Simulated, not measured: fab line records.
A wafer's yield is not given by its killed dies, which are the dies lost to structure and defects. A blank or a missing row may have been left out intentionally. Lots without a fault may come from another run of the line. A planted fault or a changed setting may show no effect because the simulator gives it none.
Struck lot and sound lot, side by side :: flow sfq-line :: 17 out of 325 route steps
Sound: the wafers L839.1, L839.2, L839.4. Wafers struck: L833.1, L833.2, L833.5. At the end, the cause is stated.
Order at every step that has rows: each side's tool, ch and its chambers, its first start. Under that, the readings that differ: sound wafers :: struck wafers :: difference of the means :: sigmas: that difference in standard deviations of wafers without a fault.
alike: readings whose means differ by less than 2 such deviations, and words and numbers that are the same on both sides. not compared: withheld readings, readings that some wafer has no value for, bounds like >300 that may hide the same value, and numbers for which the record gives no deviation and whose values overlap.
The two part at a step that has a row with sigmas, a row that says differs or no value, or rows on one side only. Numbers that don't overlap but have no deviation are shown without sigmas and don't part them. A reading missing from all wafers of one side parts the sides only when that side holds two or more wafers.

first, 3 steps without rows for these wafers: SFQ_TRILAYER_R5_LITHO_EXPOSE_137 (exposes mask R5, target cd 500 nm); SFQ_TRILAYER_R5_LITHO_PEB_139 (peb time 60 s); SFQ_TRILAYER_R5_LITHO_DEVELOP_138 (time 60 s).
SFQ_R5_OVL_MEAS_935:
  sound: overlay-02 at day 75 23:42; struck: overlay-02 at day 69 15:37
  alike: R5_OVL
SFQ_TRILAYER_R5_BARC_OPEN_METAL_ETCH_177: etches BARC in O2, target depth 125 nm, time 41.7 s.
  sound on rie-metal-01 ch 0,1, day 75 23:44; struck on rie-metal-01 ch 0,1, day 69 15:40
  alike: drypump-motor-current-A, oes-product-au
  not compared: rf-hours-counter-h
SFQ_TRILAYER_R5_ETCH_METAL_ETCH_139: etches the open film in Cl2, stops on SiO2, target depth 60 nm, time 40 s.
  sound on rie-metal-01 ch 0,1, day 75 23:48; struck on rie-metal-01 ch 0,1, day 69 15:44
  alike: drypump-motor-current-A, oes-product-au
  not compared: rf-hours-counter-h
SFQ_TRILAYER_R5_STRIP_STRIP_140: strips in O2.
  sound on rie-metal-01 ch 0,1, day 75 23:51; struck on rie-metal-01 ch 0,1, day 69 15:49
  alike: drypump-motor-current-A, oes-product-au
  not compared: rf-hours-counter-h
then, 1 step without rows for these wafers: SFQ_TRILAYER_R5_STRIP_SOLV_CLEAN_141 (cleans in NMP, time 600 s).
SFQ_TRILAYER_A5C_DEP_PECVD_142: deposits SiO2 from SiH4/N2O, time 15.556 s, target thk 70 nm.
  sound on pecvd-04 ch 1,2, day 76 00:38; struck on pecvd-03 ch 1,2, day 69 16:47
  alike: heater-power-w, throttle-valve-pct
then, 3 steps without rows for these wafers: SFQ_TRILAYER_I5_LITHO_COAT_149 (resist thk 62 nm); SFQ_TRILAYER_I5_LITHO_COAT_144 (resist thk 650 nm); SFQ_TRILAYER_I5_LITHO_SOFTBAKE_148.
SFQ_TRILAYER_I5_LITHO_EXPOSE_145: exposes mask I5, target cd 700 nm.
  sound on krf-scanner-01 ch 0, day 79 16:21; struck on krf-scanner-02 ch 0, day 69 23:24
reading: model.I5.overlay-x-nm (nm)
sound: -2.943 -2.943 -2.943
struck: 74.7 74.7 74.7
difference: +77.6
sigmas: 
  alike: mask
then, 2 steps without rows for these wafers: SFQ_TRILAYER_I5_LITHO_PEB_147 (peb time 60 s); SFQ_TRILAYER_I5_LITHO_DEVELOP_146 (time 60 s).
SFQ_I5_OVL_MEAS_936:
  sound: overlay-01 at day 79 17:51; struck: overlay-01 at day 70 00:54
reading: I5_OVL (nm)
sound: 2 -9 -5
struck: 76 81 76
difference: +82
sigmas: +18
SFQ_TRILAYER_I5_BARC_OPEN_VIA_ETCH_200: etches BARC in O2, target depth 125 nm, time 41.7 s.
  sound on rie-diel-04 ch 0,1,3, day 79 17:53; struck on rie-diel-03 ch 2,3, day 70 00:56
  alike: drypump-motor-current-A, oes-product-au
  not compared: rf-hours-counter-h

## WHERE THEY PART
At SFQ_I5_OVL_MEAS_936 and nowhere else, as far as this record goes. Later steps at which nothing parts them and some readings are alike: SFQ_TRILAYER_I5_BARC_OPEN_VIA_ETCH_200.

WHY: the cause the simulator had injected
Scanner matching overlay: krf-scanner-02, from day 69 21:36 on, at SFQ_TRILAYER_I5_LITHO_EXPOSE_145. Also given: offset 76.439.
